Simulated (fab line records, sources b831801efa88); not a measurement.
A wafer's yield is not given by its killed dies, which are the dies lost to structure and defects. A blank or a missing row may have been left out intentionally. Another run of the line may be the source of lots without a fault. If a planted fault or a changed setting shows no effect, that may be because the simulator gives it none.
2 desks looking at one fault + flow sky130 + numbers are kept per desk, each desk with only its own; the story behind them comes last

## FROM THE METROLOGY DESK
Lot by lot, what the gauges showed, no matter which tool ran the lot: averages of those sampled wafers that carry a number. If a lot's mean is further than 4 standard deviations from the usual mean, the lot is out of limits and carries the mark OUT (the distance appears in the brackets).
Columns: A = FIELD_ISO_CVD_03_THK at SKY_FIELD_ISO_THK_MEAS_04, usual 165.4 nm; B = NWELL_RS at SKY_NWELL_RS_MEAS_29, usual 625.4 ohm/sq; C = VT_ADJUST_LVTN_OVL at SKY_VT_ADJUST_LVTN_OVL_MEAS_07, usual 0.3 nm; D = VT_ADJUST_LVTN_TW at SKY_VT_ADJUST_LVTN_TW_MEAS_10, usual 239.6
| lot  | first seen here | A     | B                | C    | D     |
|------|-----------------|-------|------------------|------|-------|
| L733 | day 1 16:45     | 164.4 | 624.8            | -0.0 | 241.6 |
| L736 | day 2 04:31     | 165.2 | 625.0            | 0.9  | 241.2 |
| L737 | day 2 09:56     | 164.6 | 623.5            | 1.4  | 240.1 |
| L739 | day 2 21:01     | 165.3 | 624.1            | 2.5  | 240.6 |
| L740 | day 3 02:46     | 166.1 | 626.8            | -0.9 | 241.1 |
| L741 | day 3 08:02     | 162.3 | 617.2 (-5.1) OUT | -0.7 | 238.5 |
| L742 | day 3 12:32     | 166.6 | 615.2 (-6.4) OUT | 2.0  | 239.9 |
| L744 | day 3 20:30     | 167.8 | 624.9            | -0.1 | 240.3 |
| L748 | day 4 16:29     | 164.6 | 626.1            | 1.4  | 238.6 |
| L750 | day 5 04:13     | 164.3 | 626.4            | 0.8  | 238.9 |
| L751 | day 5 10:43     | 168.2 | 625.7            | 0.4  | 238.7 |
| L753 | day 5 19:20     | 167.2 | 626.8            | 2.3  | 238.4 |
| L755 | day 6 03:29     | 163.6 | 623.0            | 1.9  | 241.2 |
This desk's result: L741, L742 out of limits, first on L741 (NWELL_RS at SKY_NWELL_RS_MEAS_29), day 7 11:32. L733, L736, L737, L739, L740, L744, L748, L750, L751, L753, L755 stayed within limits.

## DESK OF THE TOOL OWNER: implanter-03
The tool's own readings at SKY_NWELL_IMPLANT_13, given as means over the sampled wafers that have a number, one for each lot that went through this tool. If a lot's mean is further than 4 standard deviations from the usual mean, the lot is out of limits and carries the mark OUT (the distance appears in the brackets).
Columns: A = doseIonsCm2 at SKY_NWELL_IMPLANT_13, usual 7e+11; B = faradayCurrentUA at SKY_NWELL_IMPLANT_13, usual 3.96
| lot  | first seen here | A                       | B              |
|------|-----------------|-------------------------|----------------|
| L733 | day 4 21:07     | 7e+11                   | 3.92           |
| L736 | day 5 06:50     | 7e+11                   | 3.93           |
| L739 | day 5 23:01     | 7e+11                   | 3.92           |
| L741 | day 6 14:47     | 1e+12 (+99 or more) OUT | 5.74 (+22) OUT |
| L742 | day 6 19:25     | 1e+12 (+99 or more) OUT | 5.66 (+21) OUT |
| L755 | day 10 00:02    | 7e+11                   | 3.93           |
This desk finds L741, L742 out of limits, L741 being first, at day 6 14:47 (doseIonsCm2 at SKY_NWELL_IMPLANT_13). L733, L736, L739, L755 stayed within limits.

## ALL TOGETHER
On L741, L742, at day 6 14:47, an alarm was possible from the tool owner's desk.
Metrology desk: alarm possible at day 7 11:32 on L741, L742.
On implanter-03, each named lot ran SKY_NWELL_IMPLANT_13.

## WHAT THE SIMULATOR HAD PUT IN
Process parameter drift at SKY_NWELL_IMPLANT_13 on implanter-03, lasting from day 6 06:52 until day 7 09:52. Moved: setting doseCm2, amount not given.
Struck lots among those shown: L741, L742.
Counting hours from when the fault started, the first reading out of limits came at 8 for the tool owner's desk and at 29 for the metrology desk.
